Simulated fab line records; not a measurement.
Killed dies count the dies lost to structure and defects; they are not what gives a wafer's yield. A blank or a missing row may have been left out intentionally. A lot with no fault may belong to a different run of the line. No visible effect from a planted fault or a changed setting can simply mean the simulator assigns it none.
What tool caused it? ; flow gf180mcu ; 21 wafers from 7 lots sampled at 2 of the route's 602 steps

== WHAT EACH GAUGE READ, for each wafer ==
GF_V5_OVL_MEAS_15.
lot;measured;on;V5_OVL (nm)
L613;day 28 07:38;overlay-02;-9 -12 -10
L615;day 28 22:54;overlay-02;-1 -2 -14
L618;day 29 22:20;overlay-02;-8 -1 -4
L621;day 30 17:18;overlay-02;- - -
L623;day 31 07:33;overlay-01;- - -
L632;day 33 13:47;overlay-02;-5 -11 -4
L633;day 33 19:15;overlay-02;-3 -2 4

== WHAT TOOL EACH LOT RAN ON (gives the tool, then ch and the chambers of the sampled wafers, and finally the start) ==
lot;GF_V5_EXPOSE_11
L613;krfScanner-01 ch 0, day 27 22:12
L615;krfScanner-01 ch 0, day 28 13:09
L618;krfScanner-01 ch 0, day 29 13:07
L621;krfScanner-02, day 30 08:28
L623;krfScanner-01, day 30 22:30
L632;krfScanner-01 ch 0, day 33 05:25
L633;krfScanner-01 ch 0, day 33 11:41
- GF_V5_EXPOSE_11: exposes mask Via5, target cd 260 nm.

== THE ANSWER, worked out from the rows above alone ==
Rule: the usual values come from the lots themselves. Put in order of their means at a reading, lots are off if they are a third of the lots or fewer, leave a main group of 4 or more, and stand apart from it by a gap of 3 or more times the standard deviation of the main group's means; of several such gaps the widest counts. If all means in a main group match to the digits the tables above print for the reading, that group is not used. A lot without any number at a reading at which 4 lots or more have one is off too. Where the step has rows for the other lots, those lots are counted as sound.
Off: L621, L623, at GF_V5_OVL_MEAS_15 (V5_OVL). Without a number there: L621, L623. Main group: mean -5 nm, sd 3.2.
A tool fits if, at a process step before that reading, it ran every lot that is off, and no sound lot after the first of them. The gauges at GF_V5_OVL_MEAS_15 are tried like those tools. Of those tried, none fits.

== WHAT HAD BEEN PUT IN BY THE SIMULATOR ==
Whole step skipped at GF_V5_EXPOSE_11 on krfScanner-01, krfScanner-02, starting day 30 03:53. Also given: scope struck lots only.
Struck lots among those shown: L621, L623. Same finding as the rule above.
